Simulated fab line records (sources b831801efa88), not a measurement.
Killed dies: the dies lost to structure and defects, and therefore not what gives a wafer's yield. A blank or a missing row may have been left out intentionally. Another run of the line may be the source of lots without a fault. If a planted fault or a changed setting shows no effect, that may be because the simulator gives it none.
Which of the tools did it? -- flow gf180mcu -- 18 wafers from 6 lots sampled at 2 of the route's 602 steps

WHAT THE GAUGES READ, wafer by wafer
GF_HV_LDD_TW_MEAS_38.
lot,measured,on,HV_LDD_3_TW
L791,day 12 00:10,film_metro-01,1416 1419 1414
L793,day 13 02:50,film_metro-04,1453 1449 1455
L798,day 14 14:31,film_metro-02,1528 1528 1524 1512 1533 1524
L804,day 16 13:39,film_metro-04,1448 1444 1448
L805,day 17 04:52,film_metro-02,1413 1415 1412
L809,day 18 08:29,film_metro-01,1410 1406 1408

WHICH TOOL RAN EACH LOT (tool, then ch and the chambers of the sampled wafers, then the start)
lot,GF_HV_LDD_IMPLANT_34
L791,"implanter-03 ch 0, day 11 23:38"
L793,"implanter-01 ch 0, day 13 02:17"
L798,"implanter-03 ch 0, day 14 13:40"
L804,"implanter-02 ch 0, day 16 13:08"
L805,"implanter-03 ch 0, day 17 04:20"
L809,"implanter-02 ch 0, day 18 07:56"
- GF_HV_LDD_IMPLANT_34

THE ANSWER, worked out from the rows above alone
Rule: the usual values come from the lots themselves. Put in order of their means at a reading, lots are off if they are a third of the lots or fewer, leave a main group of 4 or more, and stand apart from it by a gap of 3 or more times the standard deviation of the main group's means; of several such gaps the widest counts. A main group whose means are all the same, to the digits that the tables above print for the reading, isn't used. A lot without any number at a reading at which 4 lots or more have one is off too. The other lots that the step has rows for count as sound.
Off: L798, at GF_HV_LDD_TW_MEAS_38 (HV_LDD_3_TW). For the main group the mean is 1427 and the standard deviation 18.
If a tool, at a process step before that reading, ran all the lots that are off and no sound lot after the first of them, it fits. The gauges at GF_HV_LDD_TW_MEAS_38 are tried like those tools. Of those tried, none fits.

WHAT THE SIMULATOR HAD INSERTED
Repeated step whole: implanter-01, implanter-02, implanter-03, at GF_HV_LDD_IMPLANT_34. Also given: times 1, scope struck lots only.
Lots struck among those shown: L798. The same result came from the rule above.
